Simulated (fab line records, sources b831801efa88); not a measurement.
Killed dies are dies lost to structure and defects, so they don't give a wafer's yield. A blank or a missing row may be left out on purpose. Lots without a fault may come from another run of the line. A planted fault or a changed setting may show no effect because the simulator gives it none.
fab line records | flow sfq_line
record lots=14 wafers=42 last_day=92
route steps=325 shown M4@159
lots that met no fault: from a run of the same line without faults
start_h: hours from the record's first day to the start of the lot's first wafer shown | wait_h: hours since the lot's step before | " the same as in the row above | L1.1+2: a row that stands for several wafers | - no value, or no start given | * or withheld: withheld | < > ~ a bound
route shown NAME@n: a module of which the file shows steps, and the number in the route of the first | usual: mean/standard deviation of fault-free wafers | same: alike in all rows | chamber/n: place in a boat | sites: the reading at each site | _std_site: their standard deviation | _edge_site: outer sites' mean less inner sites' | radius_mm: how far each site lies from the wafer's centre | mask NAME#n: copy n | behind: the tool/chamber that last shaped the wafer | hold: why the lot was held/for how many hours/how that ended | device: the transistor (n, p or np) that didn't switch | end of line: the same wafers' tests at the end of the route | a step without rows: its recipe alone | killed: dies lost to structure and defects at the first sort, not the wafer's yield | map: a wafer's dies, x killed, . not, _ none there
set.NAME: the setting as run; set.NAME@STEP: as run at that earlier step | model.NAME: the simulator's own value behind a step, which no gauge read
steps of the route over a sample of lots; a table a step, a row a wafer
services: from which hour (start_h, from the record's first day; less than 0 if before it) a tool's chamber was out of use, for how many hours, and why
## steps
# step SFQ_TRILAYER_M4_BARC_OPEN_METAL_ETCH_123
# recipe mask_material=PR chemistry=O2 target_depth_nm=125 target=BARC icp_w=600 bias_w=80 pressure_mtorr=10 time_s=41.7
# usual bias_w=79.98/0.23 chamber_pressure_mTorr=10.001/0.0087 drypump_motor_current_A=5.87/0.25 oes_product_au=0.685/0.0043
# columns lot.wafer tool chamber start_h wait_h bias_w chamber_pressure_mTorr drypump_motor_current_A oes_product_au rf_hours_counter_h
L661.2 rie_metal-03 1 1053.61 0.0 79.93 9.994 5.72 0.694 95
L661.5 " 1 " " 79.90 10.006 5.71 0.684 -
L661.6 " 1 " " 79.82 10.019 5.74 0.685 -
L663.3 rie_metal-02 0 1056.03 0.0 80.13 10.006 5.46 0.680 -
L663.4 " 1 " " 80.04 10.003 6.30 0.685 -
L663.6 " 0 " " 79.80 9.996 5.45 0.690 -
L664.4 rie_metal-02 1 1058.52 0.0 80.35 10.009 6.29 0.683 -
L664.5 " 0 " " 79.87 9.984 5.47 0.684 -
L664.6 " 1 " " 80.08 10.002 6.32 0.686 -
L665.4 rie_metal-04 1 1071.72 0.0 80.14 10.004 6.18 0.682 -
L665.5 " 0 " " 80.05 9.999 5.77 0.683 -
L665.6 " 1 " " 80.17 9.992 6.18 0.684 -
L666.1 rie_metal-04 0 1079.43 0.0 79.76 9.998 5.77 0.686 133
L666.2 " 1 " " 79.94 10.016 6.21 0.691 99
L666.4 " 0 " " 80.02 9.989 5.78 0.685 -
L667.2 rie_metal-03 1 1083.25 0.0 80.40 10.002 5.73 0.688 -
L667.3 " 1 " " 79.96 10.052 5.75 0.675 -
L667.6 " 1 " " 79.92 10.002 5.72 0.683 -
L669.2 rie_metal-03 1 1100.34 0.0 91.08 10.003 5.75 0.684 105
L669.3 " 1 " " 90.85 9.995 5.74 0.687 -
L669.6 " 1 " " 91.14 10.008 5.72 0.694 -
L670.1 rie_metal-04 1 1106.22 0.0 79.91 10.009 6.16 0.678 99
L670.4 " 0 " " 80.20 10.007 5.78 0.687 -
L670.6 " 0 " " 80.17 10.001 5.76 0.691 -
L671.1 rie_metal-03 1 1114.79 0.0 91.10 9.998 5.76 0.681 107
L671.3 " 0 " " 90.79 9.998 5.91 0.684 -
L671.4 " 1 " " 91.26 9.996 5.79 0.681 -
L679.2 rie_metal-04 0 1302.07 0.0 80.17 10.000 5.78 0.686 14
L679.5 " 0 " " 79.88 9.989 5.77 0.677 -
L679.6 " 1 " " 79.99 10.009 6.16 0.688 -
L680.1 rie_metal-04 0 1331.27 0.0 80.04 9.995 5.76 0.681 20
L680.3 " 1 " " 79.70 9.995 6.16 0.686 -
L680.5 " 1 " " 79.70 9.996 6.16 0.681 -
L681.2 rie_metal-03 0 1345.80 0.0 79.95 9.997 5.88 0.678 36
L681.4 " 0 " " 80.04 10.013 5.90 0.687 -
L681.6 " 1 " " 80.24 9.999 5.77 0.683 -
L682.3 rie_metal-03 0 1351.82 0.0 79.95 10.004 5.91 0.682 -
L682.4 " 1 " " 80.10 9.996 5.77 0.688 -
L682.5 " 0 " " 79.95 9.993 5.96 0.675 -
L683.2 rie_metal-03 0 1359.00 0.0 79.81 9.997 5.92 0.691 37
L683.3 " 0 " " 79.68 10.005 5.90 0.683 -
L683.5 " 0 " " 80.02 10.018 5.93 0.691 -
## services
# columns tool chamber start_h hours kind
rie_metal-04 - 1038.78 0.9 repair
rie_metal-03 - 1045.41 0.5 repair
rie_metal-02 - 1053.20 2.8 pm
rie_metal-03 0 1082.17 - clean
rie_metal-03 0 1082.17 - consumable_replace:focus_ring
rie_metal-03 0 1082.17 18.1 scheduled_down
rie_metal-03 0 1082.17 18.1 vent_cycle
rie_metal-03 - 1127.90 1.1 repair
rie_metal-04 0 1170.05 - clean
rie_metal-04 0 1170.05 - consumable_replace:focus_ring
rie_metal-04 0 1170.05 23.8 scheduled_down
rie_metal-04 0 1170.05 23.8 vent_cycle
rie_metal-04 - 1183.46 2.8 pm
rie_metal-02 1 1216.63 4.5 repair
rie_metal-04 - 1271.19 2.3 repair
rie_metal-02 0 1274.11 13.3 repair
rie_metal-04 - 1306.57 0.8 repair
rie_metal-03 1 1329.17 - clean
rie_metal-03 1 1329.17 - consumable_replace:focus_ring
rie_metal-03 1 1329.17 12.5 scheduled_down
rie_metal-03 1 1329.17 12.5 vent_cycle
rie_metal-03 - 1332.52 0.1 repair
rie_metal-04 1 1356.83 - clean
rie_metal-04 1 1356.83 - consumable_replace:focus_ring
## key
first_sign step=SFQ_TRILAYER_M4_BARC_OPEN_METAL_ETCH_123 reading=bias_w direction=up sigmas=48 usual=79.98 struck=91.04
effect none on later readings
met_at SFQ_TRILAYER_M4_BARC_OPEN_METAL_ETCH_123
struck_lots L669,L671
onset_between 1083.25 1100.34
fault kind=process_parameter_drift tool=rie_metal-03 chamber=- onset_h=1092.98 steps=SFQ_TRILAYER_M4_BARC_OPEN_METAL_ETCH_123 channel=bias_w offset=11.024 shape=step end_h=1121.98 acts_in=these_recipes_only stated=80
